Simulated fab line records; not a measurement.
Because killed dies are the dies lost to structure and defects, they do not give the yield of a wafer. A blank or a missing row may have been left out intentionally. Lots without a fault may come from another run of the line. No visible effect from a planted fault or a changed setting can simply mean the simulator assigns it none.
Check for tools in common / flow gf180mcu / 12 lots, 36 wafers sampled

== WHY IT WAS OPENED ==
GF_HV_LDD_TW_MEAS_23, reading HV_LDD_2_TW: flagged on 2 of 12 lots. Fault-free wafers read 1063, with a standard deviation of 6.5.
Rule: a lot gets a flag if all its wafers with a number sit over 4 standard deviations from that mean, or if no wafer of it has a number. The rest of the lots are taken to be sound.

lot=L956; measured=day 10 17:43; on=film_metro-02; HV_LDD_2_TW, wafer by wafer=1066 1066 1067; flag=
lot=L957; measured=day 10 21:37; on=film_metro-04; HV_LDD_2_TW, wafer by wafer=1062 1061 1060; flag=
lot=L958; measured=day 11 04:22; on=film_metro-02; HV_LDD_2_TW, wafer by wafer=1061 1069 1067; flag=
lot=L962; measured=day 12 13:53; on=film_metro-02; HV_LDD_2_TW, wafer by wafer=1277 1272 1277; flag=FLAGGED
lot=L963; measured=day 12 20:52; on=film_metro-03; HV_LDD_2_TW, wafer by wafer=1263 1271 1268; flag=FLAGGED
lot=L970; measured=day 15 05:40; on=film_metro-02; HV_LDD_2_TW, wafer by wafer=1067 1068 1066; flag=
lot=L971; measured=day 15 09:48; on=film_metro-04; HV_LDD_2_TW, wafer by wafer=1075 1075 1066; flag=
lot=L973; measured=day 16 03:13; on=film_metro-02; HV_LDD_2_TW, wafer by wafer=1069 1070 1067; flag=
lot=L974; measured=day 16 10:40; on=film_metro-02; HV_LDD_2_TW, wafer by wafer=1068 1071 1068; flag=
lot=L976; measured=day 17 06:52; on=film_metro-02; HV_LDD_2_TW, wafer by wafer=1057 1060 1062; flag=
lot=L978; measured=day 17 16:21; on=film_metro-04; HV_LDD_2_TW, wafer by wafer=1068 1070 1074; flag=
lot=L979; measured=day 18 00:23; on=film_metro-04; HV_LDD_2_TW, wafer by wafer=1067 1069 1065; flag=
The mean of the flagged lots' numbers is 1271, +208 from the usual (+32 standard deviations).

== WHICH TOOL EACH LOT WENT THROUGH ==
The record holds 1 process step before the reading, out of a route of 602 steps. Read each cell as the tool, then ch plus the chambers that the sampled wafers visited, then the start.
lot=L956; flag=; GF_HV_LDD_IMPLANT_21=implanter-02 ch 0, day 10 17:28
lot=L957; flag=; GF_HV_LDD_IMPLANT_21=implanter-04 ch 0, day 10 21:23
lot=L958; flag=; GF_HV_LDD_IMPLANT_21=implanter-02 ch 0, day 11 04:07
lot=L962; flag=FLAGGED; GF_HV_LDD_IMPLANT_21=implanter-04 ch 0, day 12 13:41
lot=L963; flag=FLAGGED; GF_HV_LDD_IMPLANT_21=implanter-04 ch 0, day 12 20:38
lot=L970; flag=; GF_HV_LDD_IMPLANT_21=implanter-02 ch 0, day 15 05:26
lot=L971; flag=; GF_HV_LDD_IMPLANT_21=implanter-04 ch 0, day 15 09:33
lot=L973; flag=; GF_HV_LDD_IMPLANT_21=implanter-04 ch 0, day 16 02:58
lot=L974; flag=; GF_HV_LDD_IMPLANT_21=implanter-04 ch 0, day 16 10:25
lot=L976; flag=; GF_HV_LDD_IMPLANT_21=implanter-04 ch 0, day 17 06:38
lot=L978; flag=; GF_HV_LDD_IMPLANT_21=implanter-04 ch 0, day 17 16:06
lot=L979; flag=; GF_HV_LDD_IMPLANT_21=implanter-02 ch 0, day 18 00:11
What these steps do:
- GF_HV_LDD_IMPLANT_21
- GF_HV_LDD_TW_MEAS_23

== FLAGGED OVER TOTAL, TOOL BY TOOL (the gauges that took the reading come last) ==
step=GF_HV_LDD_IMPLANT_21; tool=implanter-02; lots run=4; flagged=0; share of the flagged lots=none; sound lots run after its first flagged lot=-
step=GF_HV_LDD_IMPLANT_21; tool=implanter-04; lots run=8; flagged=2; share of the flagged lots=all; sound lots run after its first flagged lot=5 (L971,L973,L974,L976,L978)
step=GF_HV_LDD_TW_MEAS_23; tool=film_metro-02; lots run=7; flagged=1; share of the flagged lots=some; sound lots run after its first flagged lot=4 (L970,L973,L974,L976)
step=GF_HV_LDD_TW_MEAS_23; tool=film_metro-03; lots run=1; flagged=1; share of the flagged lots=some; sound lots run after its first flagged lot=0
step=GF_HV_LDD_TW_MEAS_23; tool=film_metro-04; lots run=4; flagged=0; share of the flagged lots=none; sound lots run after its first flagged lot=-

== THE TABLE: WHAT IT ALLOWS ==
In the table, 1 row covers all flagged lots: implanter-04 at GF_HV_LDD_IMPLANT_21.
- implanter-04 at GF_HV_LDD_IMPLANT_21: 2 of its 8 lots flagged. Sound lots ran on it after the first flagged one (L971, L973, L974, L976, L978), which a lasting fault on the whole tool wouldn't allow. Its own readings lie more than 4 standard deviations out on every wafer of the flagged lots: dose_ions_cm2, faraday_current_uA.
No row of the table ran every flagged lot and no sound lot after the first.

== WHAT THE SIMULATOR HAD INSERTED ==
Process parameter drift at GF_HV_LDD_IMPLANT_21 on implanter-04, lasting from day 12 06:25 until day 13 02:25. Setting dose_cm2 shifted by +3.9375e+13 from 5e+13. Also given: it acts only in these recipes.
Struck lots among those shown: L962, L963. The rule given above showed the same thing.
